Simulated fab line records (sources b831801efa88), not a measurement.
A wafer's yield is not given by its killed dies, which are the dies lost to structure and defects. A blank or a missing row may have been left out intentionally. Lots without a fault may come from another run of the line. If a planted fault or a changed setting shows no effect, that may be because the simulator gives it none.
Comparing a struck lot with a sound one :: flow sky130 :: 16 out of 708 route steps
Sound: wafers L190.2, L190.3, L190.5. Struck: wafer L200.4 (left out: L200.1, L200.2 of the same lot, which were not struck); the cause appears at the end.
Each step with rows lists, per side, the tool, then ch with its chambers, then its first start. Under that, the readings that differ: sound wafers :: struck wafers :: difference of the means :: sigmas: that difference in standard deviations of wafers without a fault.
alike: same words and numbers on both sides, and readings whose means sit less than 2 such deviations apart. not compared: any withheld reading, any reading some wafer has no value for, any bound like >300 that may hide the same value, and any number with overlapping values for which the record gives no deviation.
The two part at a step that has a row with sigmas, a row that says differs or no value, or rows on one side only. When numbers do not overlap yet have no deviation, they are printed without sigmas and do not part them. A reading that every wafer of one side lacks parts them only if that side has two wafers or more.

SKY_VIA2_BOW_MEAS_03:
  struck on film_metro-01, day 40 22:11; sound on film_metro-02, day 37 13:46
  alike: VIA2_BOW
then, 8 steps without rows for these wafers: SKY_VIA2_DEHYDRATE_04 (time 60 s); SKY_VIA2_HMDS_05 (prime time 60 s); SKY_VIA2_COAT_06 (resist thk 60 nm); SKY_VIA2_COAT_07 (resist thk 450 nm); SKY_VIA2_SOFTBAKE_08 (time 90 s); SKY_VIA2_EXPOSE_09 (exposes mask VIM2, target cd 200 nm); SKY_VIA2_PEB_10; SKY_VIA2_DEVELOP_11 (develop time 60 s).
SKY_VIA2_CD_MEAS_12: the cd target is 200 nm.
  struck on cd_sem-02, day 41 23:47; sound on cd_sem-01, day 38 15:59
reading: cd_nm (nm)
sound: 198.9 197.6 199.1
struck: 201.3
difference: +2.8
sigmas: +2
SKY_VIA2_OVL_MEAS_13:
  struck on overlay-01, day 41 23:54; sound on overlay-02, day 38 16:05
reading: VIA2_OVL (nm)
sound: -6 3 -2
struck: 9
difference: +11
sigmas: +2
SKY_VIA2_ETCH_14: etches BARC in N2/H2, stops on SiO2, time 45.9 s, target depth 60 nm.
  sound on rie_diel-01 ch 0,3, day 38 16:07; struck on rie_diel-03 ch 3, day 41 23:56
reading: drypump_motor_current_A (A)
sound: 5.9 6.3 5.9
struck: 5.1
difference: -0.9
sigmas: -2
  alike: h2_flow_sccm, oes_product_au, run_length_s, throttle_valve_pct
  not compared: rf_hours_counter_h
SKY_VIA2_ETCH_15: etches SiO2 in C4F8/O2/Ar, stops on TiN, target depth 546 nm, time 84 s.
  sound on rie_diel-01 ch 0,3, day 38 16:10; struck on rie_diel-03 ch 3, day 41 23:59
reading: oes_product_au (a.u.)
sound: 0.942 0.942 0.939
struck: 0.986
difference: +0.045
sigmas: +10

reading: run_length_s (s)
sound: 111.7 112.4 112.2
struck: 101.6
difference: -10.5
sigmas: -28

reading: model.VIA2.feature_depth_nm (nm)
sound: 494.9 497 494.9
struck: 464.3
difference: -31.3
sigmas: 

reading: model.etch.depth_nm (nm)
sound: 494.9 497 494.9
struck: 464.3
difference: -31.3
sigmas: 

reading: model.KrF-thick_of_VIA2_COAT_07.thk_nm (nm)
sound: 280.6 281.3 280.7
struck: 297.8
difference: +16.9
sigmas: 
  not compared: rf_hours_counter_h
SKY_VIA2_STRIP_16: strips in O2/N2.
  sound on plasma_asher-01 ch 0,1, day 38 16:13; struck on plasma_asher-04 ch 0, day 42 00:03
reading: strip_time_to_endpoint_s (s)
sound: 4.04 4.03 4.03
struck: 4.18
difference: +0.15
sigmas: +5
  alike: drypump_motor_current_A, oes_product_au
  not compared: rf_hours_counter_h
then, 1 step without rows for these wafers: SKY_VIA2_STRIP_17 (strips in post etch residue remover, time 1200 s).
-- the record jumps here: 9 days lie between the struck wafers' starts before and after (it left off in module VIA2 and takes up again in module PAD_OPEN, whose first step shown is number 708 of the route) --
SKY_PAD_OPEN_PROBE_99:
  struck on prober-02, day 50 13:46; sound on prober-01, day 47 22:40
reading: defect_limited_yield (%)
sound: 84.3 83.3 84.3
struck: 77.6
difference: -6.4
sigmas: -4

reading: killed_at_M0_to_M3
sound: 41 39 37
struck: 57
difference: +18
sigmas: +3

reading: killed_dies
sound: 77 82 77
struck: 110
difference: +31
sigmas: +4

reading: model.etest.tester.sort_bin_8_pct (%)
sound: 0 0 0
struck: 7.446e-09
difference: +7.446e-09
sigmas: 
  alike: killed_at_M4_up, killed_at_contacts, killed_at_front_end, killed_at_other, killed_open, killed_short

== WHERE THEY PART ==
Last at SKY_PAD_OPEN_PROBE_99 as far as this record goes, first at SKY_VIA2_CD_MEAS_12.

WHY: what had been put in by the simulator
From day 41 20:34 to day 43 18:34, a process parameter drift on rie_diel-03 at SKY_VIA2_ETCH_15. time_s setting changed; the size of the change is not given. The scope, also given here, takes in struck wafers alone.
